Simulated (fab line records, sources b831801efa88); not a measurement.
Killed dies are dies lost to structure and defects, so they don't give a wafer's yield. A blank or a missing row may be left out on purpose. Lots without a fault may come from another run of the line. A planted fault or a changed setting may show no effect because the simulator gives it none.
Which tool did it? | flow sky130 | 11 lots, 33 wafers sampled, at 6 steps of a route of 708

WHAT THE GAUGES READ, wafer by wafer
The record holds no reading of a measuring or inspecting step that can be judged against a usual standard deviation.

WHICH TOOL RAN EACH LOT (tool, then ch and the chambers of the sampled wafers, then the start)
lot  | SKY_METAL3_SPUTTER_03        | SKY_METAL3_SPUTTER_04        | SKY_CAPM_SPUTTER_02          | SKY_METAL3_METAL_ETCH_18          | SKY_METAL3_STRIP_19                  | SKY_PAD_OPEN_PROBE_99
L403 | pvd_sputter-01, day 36 17:58 | pvd_sputter-01, day 36 17:59 | pvd_sputter-02, day 36 18:07 | rie_metal-01 ch 1, day 38 23:06   | plasma_asher-04 ch 0,1, day 38 23:24 | prober-01, day 46 03:37
L404 | pvd_sputter-01, day 36 20:25 | pvd_sputter-01, day 36 20:26 | pvd_sputter-03, day 36 20:34 | rie_metal-02 ch 0, day 39 00:50   | plasma_asher-03 ch 0,1, day 39 01:06 | prober-02, day 46 05:26
L407 | pvd_sputter-04, day 37 20:52 | pvd_sputter-04, day 37 20:53 | pvd_sputter-03, day 37 21:01 | rie_metal-04 ch 1, day 40 00:23   | plasma_asher-02 ch 0,1, day 40 00:39 | prober-01, day 47 00:17
L408 | pvd_sputter-01, day 38 08:04 | pvd_sputter-01, day 38 08:05 | pvd_sputter-02, day 38 08:13 | rie_metal-01 ch 0,1, day 40 11:52 | plasma_asher-03 ch 0, day 40 12:02   | prober-02, day 47 10:29
L409 | pvd_sputter-03, day 38 16:10 | pvd_sputter-03, day 38 16:11 | pvd_sputter-01, day 38 16:19 | rie_metal-02 ch 0,1, day 40 19:13 | plasma_asher-02 ch 0,1, day 40 19:23 | prober-01, day 47 15:58
L411 | pvd_sputter-01, day 39 11:18 | pvd_sputter-01, day 39 11:19 | pvd_sputter-03, day 39 11:27 | rie_metal-01 ch 0,1, day 41 13:35 | plasma_asher-03 ch 0,1, day 41 13:46 | prober-01, day 48 06:12
L414 | pvd_sputter-03, day 40 05:33 | pvd_sputter-03, day 40 05:34 | pvd_sputter-02, day 40 05:42 | rie_metal-04 ch 0,1, day 42 06:40 | plasma_asher-04 ch 0,1, day 42 06:50 | prober-02, day 48 18:45
L415 | pvd_sputter-04, day 40 11:23 | pvd_sputter-04, day 40 11:24 | pvd_sputter-02, day 40 11:32 | rie_metal-01 ch 0,1, day 42 13:01 | plasma_asher-03 ch 0,1, day 42 13:11 | prober-01, day 49 00:28
L421 | pvd_sputter-04, day 41 23:42 | pvd_sputter-04, day 41 23:43 | pvd_sputter-01, day 41 23:51 | rie_metal-02 ch 0,1, day 43 22:42 | plasma_asher-02 ch 0,1, day 43 22:52 | prober-01, day 50 02:59
L422 | pvd_sputter-03, day 42 06:53 | pvd_sputter-03, day 42 06:53 | pvd_sputter-02, day 42 07:01 | rie_metal-04 ch 0,1, day 44 05:55 | plasma_asher-03 ch 0,1, day 44 06:05 | prober-02, day 50 08:14
L423 | pvd_sputter-03, day 42 12:10 | pvd_sputter-03, day 42 12:11 | pvd_sputter-02, day 42 12:19 | rie_metal-02 ch 0,1, day 44 10:18 | plasma_asher-02 ch 0,1, day 44 10:28 | prober-01, day 50 10:23
- SKY_METAL3_SPUTTER_03: material Ti, target thk 5 nm, time 3.3 s.
- SKY_METAL3_SPUTTER_04: material TiN, target thk 70 nm, time 58.3 s.
- SKY_CAPM_SPUTTER_02: material TiN, target thk 200 nm, time 166.7 s.
- SKY_METAL3_METAL_ETCH_18: etches the open film in Cl2/BCl3, stops on SiO2, target depth 845 nm, time 183.1 s.
- SKY_METAL3_STRIP_19: strips in O2/N2.
- SKY_PAD_OPEN_PROBE_99

WHAT THE TOOLS THEMSELVES READ (means of the sampled wafers that have a number; where no wafer has one, the mark that the record gives instead)
SKY_METAL3_SPUTTER_03. Usual: throttle_valve_pct 30.4 %, standard deviation 0.86.
lot  | tool           | throttle_valve_pct (%) | flag
L403 | pvd_sputter-01 | 30.5                   |
L404 | pvd_sputter-01 | 31.2                   |
L407 | pvd_sputter-04 | 31.0                   |
L408 | pvd_sputter-01 | 30.4                   |
L409 | pvd_sputter-03 | 30.1                   |
L411 | pvd_sputter-01 | 30.5                   |
L414 | pvd_sputter-03 | 30.4                   |
L415 | pvd_sputter-04 | 30.7                   |
L421 | pvd_sputter-04 | 31.0                   |
L422 | pvd_sputter-03 | 30.3                   |
L423 | pvd_sputter-03 | 30.2                   |

SKY_METAL3_SPUTTER_04. Usual: throttle_valve_pct 30.5 %, standard deviation 0.83.
lot  | tool           | throttle_valve_pct (%) | flag
L403 | pvd_sputter-01 | 30.6                   |
L404 | pvd_sputter-01 | 31.2                   |
L407 | pvd_sputter-04 | 30.9                   |
L408 | pvd_sputter-01 | 30.5                   |
L409 | pvd_sputter-03 | 29.9                   |
L411 | pvd_sputter-01 | 30.5                   |
L414 | pvd_sputter-03 | 30.3                   |
L415 | pvd_sputter-04 | 30.6                   |
L421 | pvd_sputter-04 | 31.0                   |
L422 | pvd_sputter-03 | 30.4                   |
L423 | pvd_sputter-03 | 30.3                   |

SKY_CAPM_SPUTTER_02. Usual: throttle_valve_pct 29.8 %, standard deviation 1.
lot  | tool           | throttle_valve_pct (%) | flag
L403 | pvd_sputter-02 | 29.7                   |
L404 | pvd_sputter-03 | 29.5                   |
L407 | pvd_sputter-03 | 30.0                   |
L408 | pvd_sputter-02 | 29.4                   |
L409 | pvd_sputter-01 | 30.9                   |
L411 | pvd_sputter-03 | 30.0                   |
L414 | pvd_sputter-02 | 28.5                   |
L415 | pvd_sputter-02 | 29.1                   |
L421 | pvd_sputter-01 | 30.2                   |
L422 | pvd_sputter-02 | 29.4                   |
L423 | pvd_sputter-02 | 29.0                   |

SKY_METAL3_METAL_ETCH_18. Usual: drypump_motor_current_A 5.8 A, standard deviation 0.39; he_backside_leak_sccm 3.3 sccm, standard deviation 0.33; oes_product_au 0.865 a.u., standard deviation 0.0073; run_length_s 211.2 s, standard deviation 0.33; throttle_valve_pct 22.264 %, standard deviation 0.0097.
lot  | tool         | drypump_motor_current_A (A) | he_backside_leak_sccm (sccm) | oes_product_au (a.u.) | run_length_s (s) | throttle_valve_pct (%) | flag
L403 | rie_metal-01 | 6.0                         | 4.3                          | 0.864                 | 211.3            | 22.262                 | OFF
L404 | rie_metal-02 | 5.3                         | 3.3                          | 0.864                 | 211.0            | 22.271                 |
L407 | rie_metal-04 | 6.4                         | 3.0                          | 0.867                 | 210.9            | 22.262                 |
L408 | rie_metal-01 | 5.8                         | 3.4                          | 0.863                 | 211.3            | 22.259                 |
L409 | rie_metal-02 | 5.5                         | 3.5                          | 0.863                 | 211.1            | 22.256                 |
L411 | rie_metal-01 | 5.7                         | 3.3                          | 1.003                 | 187.2            | 22.276                 | OFF
L414 | rie_metal-04 | 5.9                         | 3.2                          | 0.850                 | 211.1            | 22.264                 |
L415 | rie_metal-01 | 5.8                         | 3.3                          | 1.007                 | 187.3            | 22.265                 | OFF
L421 | rie_metal-02 | 5.5                         | 3.5                          | 0.860                 | 211.1            | 22.260                 |
L422 | rie_metal-04 | 6.2                         | 3.2                          | 0.862                 | 211.1            | 22.267                 |
L423 | rie_metal-02 | 5.4                         | 3.6                          | 0.855                 | 210.9            | 22.263                 |

SKY_METAL3_STRIP_19. Usual: drypump_motor_current_A 5.8 A, standard deviation 0.48; oes_product_au 0.501 a.u., standard deviation 0.0055; strip_time_to_endpoint_s 6.52 s, standard deviation 0.072.
lot  | tool            | drypump_motor_current_A (A) | oes_product_au (a.u.) | strip_time_to_endpoint_s (s) | flag
L403 | plasma_asher-04 | 6.4                         | 0.497                 | 6.45                         |
L404 | plasma_asher-03 | 6.0                         | 0.506                 | 6.57                         |
L407 | plasma_asher-02 | 5.6                         | 0.503                 | 6.54                         |
L408 | plasma_asher-03 | 6.4                         | 0.499                 | 6.56                         |
L409 | plasma_asher-02 | 5.6                         | 0.502                 | 6.62                         |
L411 | plasma_asher-03 | 5.7                         | 0.530                 | 7.16                         | OFF
L414 | plasma_asher-04 | 6.5                         | 0.503                 | 6.57                         |
L415 | plasma_asher-03 | 5.7                         | 0.525                 | 7.11                         | OFF
L421 | plasma_asher-02 | 5.6                         | 0.505                 | 6.53                         |
L422 | plasma_asher-03 | 5.7                         | 0.504                 | 6.56                         |
L423 | plasma_asher-02 | 5.5                         | 0.500                 | 6.53                         |

SKY_PAD_OPEN_PROBE_99. Usual: defect_limited_yield 82.6 %, standard deviation 1.9; killed_at_M0_to_M3 43, standard deviation 6.5; killed_at_M4_up 3.2, standard deviation 1.8; killed_at_contacts 24, standard deviation 5; killed_at_front_end 15, standard deviation 4.1; killed_at_other 0.3, standard deviation 0.54; killed_dies 85, standard deviation 9.3; killed_open 47, standard deviation 7.2; killed_short 39, standard deviation 5.9; sort_bin_3_pad_short 0.9 %, standard deviation 0.4; sort_bin_5_function 10.3 %, standard deviation 1.5; sort_bin_6_memory 6.2 %, standard deviation 1.2; sort_n_pass 407, standard deviation 9.3; sort_yield_pct 82.6 %, standard deviation 1.9.
lot  | tool      | defect_limited_yield (%) | killed_at_M0_to_M3 | killed_at_M4_up | killed_at_contacts | killed_at_front_end | killed_at_other | killed_dies | killed_open | killed_short | sort_bin_3_pad_short (%) | sort_bin_5_function (%) | sort_bin_6_memory (%) | sort_n_pass | sort_yield_pct (%) | flag
L403 | prober-01 | 82.2                     | 44                 | 3.0             | 27                 | 13                  | 0.0             | 88          | 50          | 37           | 0.8                      | 11.3                    | 5.7                   | 404         | 82.2               |
L404 | prober-02 | 80.2                     | 49                 | 3.0             | 27                 | 18                  | 0.3             | 98          | 57          | 41           | 0.7                      | 12.5                    | 6.6                   | 394         | 80.2               |
L407 | prober-01 | 81.1                     | 44                 | 5.7             | 25                 | 17                  | 0.7             | 93          | 48          | 43           | 0.9                      | 11.0                    | 7.0                   | 399         | 81.1               |
L408 | prober-02 | 82.0                     | 43                 | 2.3             | 28                 | 15                  | 0.0             | 89          | 46          | 42           | 1.3                      | 10.2                    | 6.5                   | 403         | 82.0               |
L409 | prober-01 | 83.4                     | 42                 | 3.0             | 19                 | 17                  | 0.7             | 81          | 45          | 35           | 0.7                      | 9.8                     | 6.1                   | 411         | 83.4               |
L411 | prober-01 | 81.6                     | 46                 | 3.7             | 25                 | 16                  | 0.0             | 91          | 51          | 39           | 0.6                      | 11.6                    | 6.2                   | 401         | 81.6               |
L414 | prober-02 | 82.5                     | 45                 | 2.7             | 23                 | 16                  | 0.0             | 86          | 47          | 39           | 0.9                      | 10.4                    | 6.2                   | 406         | 82.5               |
L415 | prober-01 | 82.1                     | 43                 | 3.3             | 23                 | 18                  | 0.7             | 88          | 50          | 38           | 0.5                      | 11.3                    | 6.2                   | 404         | 82.1               |
L421 | prober-01 | 82.9                     | 41                 | 3.3             | 29                 | 11                  | 0.3             | 84          | 43          | 41           | 0.7                      | 9.6                     | 6.8                   | 408         | 82.9               |
L422 | prober-02 | 82.2                     | 43                 | 4.3             | 23                 | 16                  | 0.7             | 88          | 48          | 40           | 0.8                      | 10.1                    | 6.8                   | 404         | 82.2               |
L423 | prober-01 | 81.8                     | 40                 | 4.0             | 25                 | 21                  | 0.3             | 90          | 52          | 38           | 0.7                      | 11.3                    | 6.2                   | 402         | 81.8               |

THE ANSWER, worked out from the rows above alone
Rule: a lot is off if the mean of its wafers that have a number lies more than 3 standard deviations from the usual mean. A lot without any number at a reading at which 4 lots or more have one is off too. The other lots that the step has rows for count as sound. The gauges are gone through in route order, then the tools' own readings, and for those a lot's mean is taken as printed above. The first step at which some lot is off is used, and at that step the reading that is off furthest; a lot without a number counts as furthest.
Off: L411, L415, at SKY_METAL3_METAL_ETCH_18 (run_length_s).
A tool fits if, at that step or a process step before it, it ran every lot that is off, and no sound lot after the first of them. One fits: rie_metal-01 at SKY_METAL3_METAL_ETCH_18. Its last sound lot is L408 (day 40 11:52), its first lot that is off L411 (day 41 13:35): a fault that began between those two fits.
The tool's own readings at SKY_METAL3_METAL_ETCH_18 bear it out: on the lots that are off they differ by more than 5 times the standard deviation of the sound lots' means. oes_product_au reads 1.005 a.u. there against 0.861 a.u. on the sound lots; run_length_s reads 187.2 s there against 211.1 s on the sound lots.

WHAT THE SIMULATOR HAD PUT IN
Process parameter drift: rie_metal-01, from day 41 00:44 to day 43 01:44, at SKY_METAL3_METAL_ETCH_18. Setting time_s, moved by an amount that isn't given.
Lots struck among those shown: L411, L415. The rule above found the same.
